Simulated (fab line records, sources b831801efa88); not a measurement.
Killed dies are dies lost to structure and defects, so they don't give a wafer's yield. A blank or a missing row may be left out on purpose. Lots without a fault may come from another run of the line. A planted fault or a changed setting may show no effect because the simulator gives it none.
fab line records | flow gf180mcu
record lots=6 wafers=18 last_day=34
route steps=602 shown CONTACT@306 M1@315
lots that met no fault: from a run of the same line without faults
start_h: hours from the record's first day to the start of the lot's first wafer shown | wait_h: hours since the lot's step before | " the same as in the row above | L1.1+2: a row that stands for several wafers | - no value, or no start given | * or withheld: withheld | < > ~ a bound
route shown NAME@n: a module of which the file shows steps, and the number in the route of the first | usual: mean/standard deviation of fault-free wafers | same: alike in all rows | chamber/n: place in a boat | sites: the reading at each site | _std_site: their standard deviation | _edge_site: outer sites' mean less inner sites' | radius_mm: how far each site lies from the wafer's centre | mask NAME#n: copy n | behind: the tool/chamber that last shaped the wafer | hold: why the lot was held/for how many hours/how that ended | device: the transistor (n, p or np) that didn't switch | end of line: the same wafers' tests at the end of the route | a step without rows: its recipe alone | killed: dies lost to structure and defects at the first sort, not the wafer's yield | map: a wafer's dies, x killed, . not, _ none there
set.NAME: the setting as run; set.NAME@STEP: as run at that earlier step | model.NAME: the simulator's own value behind a step, which no gauge read
lots at some steps of the route; a table a step, a row a wafer
services: from which hour (start_h, from the record's first day; less than 0 if before it) a tool's chamber was out of use, for how many hours, and why
## steps
# step GF_CONTACT_CLEAN_19
# recipe chemistry=SPM
# step GF_CONTACT_CLEAN_20
# recipe chemistry=DIW
# step GF_CONTACT_CLEAN_21
# recipe chemistry=dHF time_s=20 dilution=100:1 dry=ipa_marangoni
# step GF_CONTACT_SPUTTER_22
# recipe material=Ti target_thk_nm=15 chamber_pressure_pa=5 power_w=2500 substrate_temp_c=200 time_s=80.02
# usual cathode_dc_power_W=2500.0/0.44 chamber_pressure_pa=5.000/0.01 throttle_valve_pct=30.3/0.88
# columns lot.wafer tool chamber start_h wait_h cathode_dc_power_W chamber_pressure_pa throttle_valve_pct
L870.1 pvd_sputter-01 - 375.05 0.0 2500.1 5.000 29.8
L870.3 " - " " 2500.4 5.005 31.0
L870.4 " - " " 2500.0 5.005 30.3
L873.2 pvd_sputter-02 - 400.34 0.0 2500.2 5.006 30.8
L873.5 " - " " 2499.9 5.000 31.2
L873.6 " - " " 2499.6 4.993 30.4
L881.1 pvd_sputter-02 - 463.19 0.0 2500.1 5.004 31.4
L881.4 " - " " 2500.4 5.004 30.5
L881.6 " - " " 2500.2 4.986 29.4
L882.2 pvd_sputter-02 - 473.40 0.0 2499.8 5.007 31.7
L882.4 " - " " 2500.2 4.992 31.2
L882.5 " - " " 2499.7 4.979 30.7
L887.1 pvd_sputter-04 - 515.43 0.0 2499.9 4.990 30.8
L887.2 " - " " 2500.8 4.990 28.9
L887.3 " - " " 2500.1 5.006 27.8
L893.1 pvd_sputter-01 - 557.28 0.0 2500.5 5.000 30.5
L893.4 " - " " 2500.5 4.997 29.8
L893.6 " - " " 2499.6 5.012 31.0
# step GF_CONTACT_SPUTTER_23
# recipe material=TiN target_thk_nm=10 chamber_pressure_pa=5 power_w=4000 time_s=40
# step GF_CONTACT_CVD_24
# recipe material=W target_thk_nm=300 time_s=90.339 temp_c=396.5 pressure_torr=40
# usual heater_power_w=828/23
# columns lot.wafer tool chamber start_h wait_h heater_power_w
L870.1 cvd_w-01 0 375.15 0.0 861
L870.3 " 0 " " 842
L870.4 " 1 " " 871
L873.2 cvd_w-02 1 400.44 0.0 819
L873.5 " 1 " " 821
L873.6 " 0 " " 867
L881.1 cvd_w-02 1 463.29 0.0 844
L881.4 " 1 " " 823
L881.6 " 1 " " 828
L882.2 cvd_w-02 1 473.50 0.0 822
L882.4 " 1 " " 823
L882.5 " 1 " " 817
L887.1 cvd_w-02 1 515.53 0.0 826
L887.2 " 0 " " 865
L887.3 " 1 " " 855
L893.1 cvd_w-01 1 557.38 0.0 803
L893.4 " 1 " " 826
L893.6 " 1 " " 806
# step GF_CONTACT_RS_MEAS_25
# recipe thk_meas_gauge=four-point-probe reads=W_of_CONTACT_CVD_24+TiN_of_CONTACT_SPUTTER_23+Ti_of_CONTACT_SPUTTER_22
# usual CONTACT_W_RS=0.405/0.0091
# columns lot.wafer tool chamber start_h wait_h CONTACT_W_RS[ohm/sq]
L870.1 film_metro-01 - 375.25 0.1 0.389
L870.3 " - " " 0.391
L870.4 " - " " 0.399
L873.2 film_metro-02 - 400.56 0.1 0.413
L873.5 " - " " 0.415
L873.6 " - " " 0.416
L881.1 film_metro-01 - 463.39 0.1 0.414
L881.4 " - " " 0.410
L881.6 " - " " 0.408
L882.2 film_metro-03 - 473.62 0.1 0.417
L882.4 " - " " 0.416
L882.5 " - " " 0.417
L887.1 film_metro-01 - 515.63 0.1 0.415
L887.2 " - " " 0.418
L887.3 " - " " 0.419
L893.1 film_metro-03 - 557.58 0.2 0.400
L893.4 " - " " 0.402
L893.6 " - " " 0.400
# step GF_CONTACT_THK_MEAS_26
# recipe thk_meas_gauge=xrf reads=W_of_CONTACT_CVD_24
# usual CONTACT_W_THK=289/7.5
# columns lot.wafer tool chamber start_h wait_h CONTACT_W_THK[nm]
L870.1 film_metro-01 - 375.37 0.1 302
L870.3 " - " " 300
L870.4 " - " " 291
L873.2 film_metro-02 - 400.67 0.1 281
L873.5 " - " " 278
L873.6 " - " " 280
L881.1 film_metro-01 - 463.51 0.1 282
L881.4 " - " " 285
L881.6 " - " " 285
L882.2 film_metro-03 - 473.73 0.1 282
L882.4 " - " " 282
L882.5 " - " " 280
L887.1 film_metro-01 - 515.75 0.1 280
L887.2 " - " " 279
L887.3 " - " " 278
L893.1 film_metro-03 - 557.70 0.1 293
L893.4 " - " " 291
L893.6 " - " " 295
# step GF_CONTACT_CMP_27
# recipe stop_on=SiO2 down_force_psi=3.5 platen_rpm=60 t_overpolish_s=15 target_thk_nm=0 pad_velocity_m_s=0.94248
# usual motor_current_A=10.9/1 overpolish_run_s=15.000/0.0091 platen_rpm=60.00/0.04 time_to_endpoint_s=71/4.5
# columns lot.wafer tool chamber start_h wait_h motor_current_A overpolish_run_s platen_rpm time_to_endpoint_s
L870.1 cmp-02 3 375.43 0.1 11.1 14.989 60.04 76
L870.4 " 1 " " 11.9 15.000 60.00 74
L870.3 " 2 " " 12.2 14.986 59.87 82
L873.2 cmp-01 3 400.77 0.1 11.7 15.001 59.96 71
L873.5 " 2 " " 9.8 14.995 60.00 71
L873.6 " 3 " " 11.9 15.005 60.04 71
L881.4 cmp-02 2 463.62 0.1 12.0 14.996 60.00 77
L881.1 " 3 " " 10.7 15.008 59.98 73
L881.6 " 2 " " 11.9 15.001 60.01 77
L882.4 cmp-01 3 473.83 0.1 11.1 15.002 60.03 70
L882.2 " 0 " " 12.0 15.007 59.95 61
L882.5 " 2 " " 9.8 15.006 60.00 66
L887.3 cmp-01 2 515.81 0.0 10.0 14.983 60.02 71
L887.1 " 3 " " 11.0 15.002 60.01 68
L887.2 " 0 " " 11.7 14.999 59.98 65
L893.1 cmp-02 3 557.76 0.1 10.6 15.009 60.01 73
L893.4 " 0 " " 10.2 15.013 59.99 73
L893.6 " 0 " " 10.0 14.989 59.98 78
# step GF_M1_SPUTTER_00
# recipe material=Ti target_thk_nm=37.5 arriving_ion_energy_ev=80 substrate_temp_c=200 chamber_pressure_pa=2 power_w=4000 time_s=150
# step GF_M1_SPUTTER_01
# recipe material=TiN target_thk_nm=30 power_w=6500 time_s=25 chamber_pressure_pa=0.4
# step GF_M1_SPUTTER_02
# recipe material=AlCu target_thk_nm=450 power_w=10600 time_s=23.9 chamber_pressure_pa=0.4
# usual cathode_dc_power_W=10600/1.9 chamber_pressure_pa=0.4001/0.00073 throttle_valve_pct=29.9/1
# columns lot.wafer tool chamber start_h wait_h cathode_dc_power_W chamber_pressure_pa throttle_valve_pct
L870.1 pvd_sputter-04 - 375.86 0.0 10603 0.3993 27.8
L870.3 " - " " 10599 0.3995 28.7
L870.4 " - " " 10600 0.4007 30.8
L873.2 pvd_sputter-04 - 401.15 0.0 10601 0.4007 30.3
L873.5 " - " " 10600 0.4001 30.1
L873.6 " - " " 10601 0.3996 30.6
L881.1 pvd_sputter-04 - 464.00 0.0 10598 0.4010 29.0
L881.4 " - " " 10599 0.4004 30.3
L881.6 " - " " 10600 0.3992 30.0
L882.2 pvd_sputter-03 - 474.21 0.0 10599 0.4000 30.3
L882.4 " - " " 10597 0.3994 29.5
L882.5 " - " " 10600 0.4005 28.6
L887.1 pvd_sputter-02 - 516.24 0.0 10600 0.4005 31.3
L887.2 " - " " 10603 0.4010 29.4
L887.3 " - " " 10598 0.3995 30.9
L893.1 pvd_sputter-04 - 558.19 0.0 10600 0.3996 30.9
L893.4 " - " " 10602 0.3999 30.2
L893.6 " - " " 10599 0.3997 30.4
# step GF_M1_SPUTTER_03
# recipe material=Ti target_thk_nm=10 substrate_temp_c=300 chamber_pressure_pa=0.3 power_w=3000 time_s=6.7
# usual cathode_dc_power_W=3000.1/0.55 chamber_pressure_pa=0.3001/0.00056 throttle_valve_pct=29.9/0.99
# columns lot.wafer tool chamber start_h wait_h cathode_dc_power_W chamber_pressure_pa throttle_valve_pct
L870.1 pvd_sputter-04 - 375.89 0.0 3000.6 0.3002 27.8
L870.3 " - " " 3000.5 0.3006 28.8
L870.4 " - " " 3001.2 0.3008 30.8
L873.2 pvd_sputter-04 - 401.18 0.0 2999.9 0.3000 30.1
L873.5 " - " " 3000.6 0.3003 30.2
L873.6 " - " " 3000.3 0.3002 30.7
L881.1 pvd_sputter-04 - 464.03 0.0 - - -
L881.4 " - " " - - -
L881.6 " - " " - - -
L882.2 pvd_sputter-03 - 474.24 0.0 - - -
L882.4 " - " " - - -
L882.5 " - " " - - -
L887.1 pvd_sputter-02 - 516.27 0.0 3001.0 0.3001 31.0
L887.2 " - " " 2999.0 0.3016 29.4
L887.3 " - " " 3000.4 0.3007 30.7
L893.1 pvd_sputter-04 - 558.22 0.0 2999.9 0.3002 30.7
L893.4 " - " " 3000.0 0.3005 30.3
L893.6 " - " " 3000.2 0.3007 30.1
# step GF_M1_SPUTTER_04
# recipe material=TiN target_thk_nm=50 power_w=6500 time_s=41.7 chamber_pressure_pa=0.4
# usual cathode_dc_power_W=6500.0/1.2 chamber_pressure_pa=0.4000/0.00084 throttle_valve_pct=29.9/1
# columns lot.wafer tool chamber start_h wait_h cathode_dc_power_W chamber_pressure_pa throttle_valve_pct
L870.1 pvd_sputter-04 - 375.91 0.0 6499.2 0.3972 27.7
L870.3 " - " " 6498.9 0.4002 28.7
L870.4 " - " " 6500.1 0.3998 30.8
L873.2 pvd_sputter-04 - 401.20 0.0 6500.1 0.4005 30.0
L873.5 " - " " 6501.0 0.4003 30.3
L873.6 " - " " 6499.6 0.4000 30.7
L881.1 pvd_sputter-04 - 464.05 0.0 6499.3 0.3998 28.9
L881.4 " - " " 6500.0 0.3997 30.2
L881.6 " - " " 6503.0 0.3992 30.0
L882.2 pvd_sputter-03 - 474.26 0.0 6499.0 0.3992 30.7
L882.4 " - " " 6498.5 0.4002 29.5
L882.5 " - " " 6500.8 0.4003 28.4
L887.1 pvd_sputter-02 - 516.29 0.0 6499.2 0.4002 31.0
L887.2 " - " " 6502.6 0.4014 29.4
L887.3 " - " " 6500.6 0.4004 30.7
L893.1 pvd_sputter-04 - 558.24 0.0 6501.9 0.3995 30.7
L893.4 " - " " 6500.3 0.3991 30.4
L893.6 " - " " 6500.8 0.3997 30.3
## services
# columns tool chamber start_h hours kind
cmp-01 - 354.30 0.7 repair
cmp-01 - 357.93 0.9 repair
cmp-01 - 366.49 1.4 repair
cmp-01 - 373.09 4.1 repair
pvd_sputter-01 - 384.64 1.2 repair
cmp-02 - 387.51 1.2 repair
pvd_sputter-03 - 387.76 3.6 repair
cvd_w-01 - 390.00 14.0 pm
cmp-02 - 404.20 4.0 pm
cvd_w-01 - 416.83 11.9 repair
pvd_sputter-02 - 418.66 2.2 repair
pvd_sputter-04 - 421.80 11.6 repair
cvd_w-02 - 428.73 6.0 pm
pvd_sputter-01 - 434.63 2.9 repair
cmp-02 - 447.78 1.9 repair
pvd_sputter-03 - 454.13 1.9 repair
cmp-01 - 462.85 4.0 repair
pvd_sputter-04 - 467.76 6.6 repair
pvd_sputter-03 - 477.96 1.2 repair
pvd_sputter-02 - 525.27 2.6 repair
pvd_sputter-02 - 528.16 1.8 repair
cmp-02 - 529.69 1.1 repair
cmp-02 - 531.84 7.0 pm
pvd_sputter-03 - 544.95 1.1 repair
## key
first_sign step=GF_M1_SPUTTER_03 reading=tool_record direction=missing
effect none on later readings
met_at GF_M1_SPUTTER_03
struck_wafers L881.1,L881.4,L881.6,L882.2,L882.4,L882.5
later_rows_left_out L881.1,L881.4,L881.6,L882.2,L882.4,L882.5
sort_left_out L881.1,L881.4,L881.6,L882.2,L882.4,L882.5
onset_between 401.18 464.03
fault kind=skipped_step_whole tool=pvd_sputter-03,pvd_sputter-04 chamber=- onset_h=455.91 steps=GF_M1_SPUTTER_03 scope=struck_lots_only
# sort_left_out: the simulated sort isn't trusted on such a fault, so these wafers' sort isn't shown, and their yield isn't known
# later_rows_left_out: the simulator's readings of these wafers behind a module that went badly wrong aren't trusted and aren't shown, but for the sort
